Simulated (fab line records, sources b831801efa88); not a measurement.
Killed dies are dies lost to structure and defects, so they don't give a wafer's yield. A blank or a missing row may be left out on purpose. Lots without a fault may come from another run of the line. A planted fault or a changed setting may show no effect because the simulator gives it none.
Chamber matching | flow gf180mcu | GF_V5_CMP_26 on cmp-01: 4 sister chambers
The step polishes, stops on SiO2, t overpolish 15 s, target thk 0 nm. 24 wafers are shown with their chamber, then 12 later ones without.

WAFERS WITH THEIR CHAMBER
wafer  | chamber | motor_current_A (A) | time_to_endpoint_s (s) | slurry_flow_ml_min
L074.1 | 3       | 9.8                 | 84.1                   | 150.7
L074.3 | 0       | 10.5                | 87.7                   | 150.6
L074.6 | 1       | 11.0                | 82.5                   | 149.3
L077.1 | 2       | 10.3                | 84.0                   | 150.4
L077.5 | 0       | 10.5                | 80.7                   | 149.0
L077.6 | 1       | 11.1                | 83.1                   | 149.9
L078.1 | 1       | 11.3                | 86.7                   | 150.7
L078.2 | 2       | 10.1                | 87.7                   | 149.4
L078.4 | 0       | 10.3                | 84.9                   | 150.6
L079.1 | 0       | 10.6                | 81.9                   | 148.9
L079.5 | 3       | 9.7                 | 83.1                   | 150.9
L079.6 | 2       | 10.4                | 85.7                   | 149.6
L082.1 | 1       | 11.9                | 82.6                   | 150.1
L082.5 | 2       | 10.1                | 86.8                   | 150.3
L082.6 | 3       | 9.9                 | 83.0                   | 149.9
L083.3 | 3       | 9.9                 | 84.2                   | 149.6
L083.4 | 0       | 10.4                | 85.1                   | 149.1
L083.6 | 1       | 11.7                | 82.8                   | 150.2
L084.1 | 1       | 11.2                | 83.4                   | 150.9
L084.5 | 3       | 9.6                 | 81.9                   | 150.0
L084.6 | 2       | 10.5                | 85.3                   | 149.8
L087.1 | 2       | 10.5                | 82.5                   | 149.0
L087.3 | 3       | 10.3                | 79.8                   | 150.4
L087.5 | 0       | 10.5                | 80.1                   | 150.2

SIGNATURES (means of the wafers above)
reading            | chamber 0 | chamber 1 | chamber 2 | chamber 3 | scatter within a chamber
motor_current_A    | 10.467    | 11.367    | 10.317    | 9.867     | 0.24
time_to_endpoint_s | 83.400    | 83.517    | 85.333    | 82.683    | 2.1
slurry_flow_ml_min | 149.733   | 150.183   | 149.750   | 150.250   | 0.62
Rule: a wafer's distance from a chamber is the root of the sum, over the readings, of the square of ((its reading less the chamber's mean) divided by the reading's scatter). The wafer belongs to the nearest chamber; if the next one is less than 2 further off, it can't be placed. The scatter: the root of (the sum of the squares of (reading less its chamber's mean) over the shown wafers, divided by (wafers less chambers)).

WAFERS WITHOUT THEIR CHAMBER
wafer  | motor_current_A (A) | time_to_endpoint_s (s) | slurry_flow_ml_min
L088.1 | 11.4                | 82.3                   | 149.1
L088.5 | 9.5                 | 79.8                   | 150.5
L088.6 | 9.9                 | 82.8                   | 150.7
L089.4 | 9.9                 | 85.1                   | 149.8
L089.5 | 10.4                | 85.9                   | 149.9
L089.6 | 9.3                 | 84.3                   | 150.3
L095.1 | 11.4                | 84.1                   | 150.4
L095.2 | 10.1                | 85.1                   | 149.0
L095.3 | 9.9                 | 82.4                   | 150.1
L097.2 | 9.8                 | 83.2                   | 149.3
L097.3 | 11.1                | 84.0                   | 149.6
L097.4 | 10.2                | 86.8                   | 149.8

WHICH CHAMBER EACH WENT THROUGH
wafer  | from the rows above          | in truth
L088.1 | 1                            | 1
L088.5 | 3                            | 3
L088.6 | can't be placed: 3 or 2      | 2
L089.4 | can't be placed: 3 or 2 or 0 | 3
L089.5 | can't be placed: 2 or 0      | 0
L089.6 | can't be placed: 3 or 2      | 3
L095.1 | 1                            | 1
L095.2 | can't be placed: 2 or 0 or 3 | 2
L095.3 | can't be placed: 3 or 2      | 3
L097.2 | can't be placed: 3 or 2 or 0 | 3
L097.3 | can't be placed: 1 or 0 or 2 | 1
L097.4 | can't be placed: 2 or 0 or 3 | 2
Placed correctly: 3 of 12. Can't be placed from these rows: 9 (the true chamber is among the candidates in 9). Placed wrongly: 0.
